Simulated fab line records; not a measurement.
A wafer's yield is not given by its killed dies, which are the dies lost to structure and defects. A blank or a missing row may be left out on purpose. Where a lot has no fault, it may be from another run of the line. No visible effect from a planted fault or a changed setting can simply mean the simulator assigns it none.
Struck lot and sound lot, side by side | flow sky130 | 15 steps out of a route of 708
Sound: wafers L897.1, L897.3, L897.6. Struck: wafer L914.2 (L914.1, L914.4, from the same lot, were not struck and are left out); the cause is given at the end.
Each step with rows lists, per side, the tool, then ch with its chambers, then its first start. Under that, the readings that differ: sound wafers | struck wafers | difference of the means | sigmas: that difference in standard deviations of wafers without a fault.
alike: words and numbers the same on both sides, and readings whose means are apart by under 2 such deviations; not compared: readings that were withheld, readings missing a value for some wafer, numbers with overlapping values and no deviation given by the record, and bounds like >300 which may hide the same value.
The two part at a step that has a row with sigmas, a row that says differs or no value, or rows on one side only. When numbers do not overlap yet have no deviation, they are printed without sigmas and do not part them. Lack of a reading on every wafer of one side parts them only where that side has two or more wafers.

SKY_SPACER_ETCHBACK_02: etches Si3N4 in CH3F/O2, stops on SiO2, time 46.7 s, target depth 45 nm.
  sound on rie_diel-02 ch 1,2,3, day 22 14:12; struck on rie_diel-01 ch 2, day 28 18:24
  alike: drypump_motor_current_A, oes_product_au, throttle_valve_pct
  not compared: rf_hours_counter_h
then, 8 steps without rows for these wafers: SKY_POLY_CUT_DEHYDRATE_00 (time 60 s); SKY_POLY_CUT_HMDS_01 (prime time 60 s); SKY_POLY_CUT_COAT_02 (resist thk 60 nm); SKY_POLY_CUT_COAT_03 (resist thk 450 nm); SKY_POLY_CUT_SOFTBAKE_04 (time 90 s); SKY_POLY_CUT_EXPOSE_05 (exposes mask NPCM, target cd 270 nm); SKY_POLY_CUT_PEB_06; SKY_POLY_CUT_DEVELOP_07 (develop time 60 s).
SKY_POLY_CUT_CD_MEAS_08: target cd 270 nm.
  sound on cd_sem-02 at day 23 19:38; struck on cd_sem-02 at day 29 22:11
  alike: cd_nm
SKY_POLY_CUT_OVL_MEAS_09:
  sound on overlay-01 at day 23 19:46; struck on overlay-02 at day 29 22:19
  alike: POLY_CUT_OVL
SKY_POLY_CUT_ETCH_10: etches BARC in N2/H2, stops on SiO2, time 45.9 s, target depth 60 nm.
  sound on rie_diel-01 ch 1,2, day 23 19:48; struck on rie_diel-01 ch 1, day 29 22:20
  alike: drypump_motor_current_A, n2_flow_sccm, oes_product_au, throttle_valve_pct
  not compared: rf_hours_counter_h
SKY_POLY_CUT_ETCH_11: etches Si3N4 in CF4/CH2F2/Ar, stops on poly-Si, time 42.5 s, target depth 60 nm.
  sound on rie_diel-01 ch 1,2, day 23 19:50; struck on rie_diel-01 ch 1, day 29 22:24
  reading                              | sound                | struck | difference | sigmas
  oes_product_au (a.u.)                | 0.852 0.833 0.834    | 0.746  | -0.094     | -14
  throttle_valve_pct (%)               | 14.985 14.989 15.011 | 14.973 | -0.022     | -2
  model.etch.depth_nm (nm)             | 63.36 62.75 62.73    | 50.25  | -12.70     |
  model.POLY_CUT.feature_depth_nm (nm) | 63.36 62.75 62.73    | 50.25  | -12.70     |
  alike: drypump_motor_current_A
  not compared: rf_hours_counter_h
SKY_POLY_CUT_STRIP_12: strips in O2/N2.
  sound on plasma_asher-03 ch 0, day 23 19:53; struck on plasma_asher-01 ch 1, day 29 22:28
  reading                      | sound             | struck | difference | sigmas
  strip_time_to_endpoint_s (s) | 5.331 5.325 5.340 | 5.368  | +0.036     | +2
  alike: drypump_motor_current_A, n2_flow_sccm, o2_flow_sccm, oes_product_au
  not compared: rf_hours_counter_h
-- here the record skips 20 days between the struck wafers' starts before and after, leaving off in module POLY_CUT and picking up in module PAD_OPEN (first step shown: number 708 of the route) --
SKY_PAD_OPEN_PROBE_99:
  sound on prober-01 at day 45 13:01; struck on prober-02 at day 49 17:37
  reading             | sound    | struck | difference | sigmas
  killed_at_front_end | 18 21 12 | 421    | +404       | +90
  killed_dies         | 85 98 70 | 492    | +408       | +43
  killed_on_rim       | 17 22 16 | 96     | +78        | +20
  alike: killed_at_M0_to_M3, killed_at_M4_up, killed_at_contacts, killed_at_other, killed_open, killed_short

== WHERE THEY PART ==
At SKY_POLY_CUT_ETCH_11 first; at SKY_PAD_OPEN_PROBE_99 last (within this record only).

WHY: what had been put in by the simulator
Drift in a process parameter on rie_diel-01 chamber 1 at SKY_POLY_CUT_ETCH_11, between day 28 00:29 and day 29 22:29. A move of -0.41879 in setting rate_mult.
